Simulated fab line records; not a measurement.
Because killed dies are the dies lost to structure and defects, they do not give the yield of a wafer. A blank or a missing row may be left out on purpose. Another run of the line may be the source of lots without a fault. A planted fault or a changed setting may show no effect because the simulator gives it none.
Chamber matching ; flow gf180mcu ; GF_V3_CMP_04 on cmp-01 has 4 sister chambers
The step polishes SiO2. 16 wafers are shown with their chamber, then 8 later ones without.

== WAFERS WITH THEIR CHAMBER ==
wafer;chamber;motor current A (A);time to endpoint s (s)
L116.1;2;13.1;81
L116.5;3;12.0;84
L116.6;0;12.5;81
L119.3;0;12.2;84
L119.4;3;11.9;88
L119.6;1;12.1;85
L120.2;1;11.7;78
L120.3;3;11.1;77
L120.5;2;12.9;82
L121.3;0;12.1;84
L121.4;1;12.3;92
L121.6;1;12.6;87
L122.4;3;11.4;91
L122.5;0;12.7;92
L122.6;1;11.6;85
L132.1;3;12.1;74

SIGNATURES, as means of the wafers listed above
reading;chamber 0;chamber 1;chamber 2;chamber 3;scatter within a chamber
motor current A;12.375;12.060;13.000;11.700;0.374
time to endpoint s;85.25;85.40;81.50;82.80;5.59
Rule: a wafer's distance from a chamber is the root of the sum, over the readings, of the square of ((its reading less the chamber's mean) divided by the reading's scatter). The wafer belongs to the nearest chamber; if the next one is less than 2 further off, it can't be placed. The scatter is the square root of a quotient: the sum, over the shown wafers, of each reading's squared deviation from its chamber's mean, divided by wafers minus chambers.

== WAFERS WITH NO CHAMBER GIVEN ==
wafer;motor current A (A);time to endpoint s (s)
L132.4;12.7;75
L132.6;12.3;89
L133.3;12.1;88
L133.4;13.1;86
L133.6;11.4;91
L135.3;11.5;91
L135.4;12.3;84
L135.6;11.5;86

== CHAMBER TAKEN BY EACH ==
wafer;from the rows above;in truth
L132.4;can't be placed: 2 or 0 or 1 or 3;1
L132.6;can't be placed: 0 or 1 or 3 or 2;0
L133.3;can't be placed: 1 or 0 or 3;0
L133.4;can't be placed: 2 or 0 or 1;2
L133.6;can't be placed: 3 or 1 or 0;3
L135.3;can't be placed: 3 or 1 or 0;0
L135.4;can't be placed: 0 or 1 or 3 or 2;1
L135.6;can't be placed: 3 or 1 or 0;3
0 of 8 placed correctly. From these rows, 8 cannot be placed; in 8 the true chamber is one of the candidates. Number placed wrongly: 0.
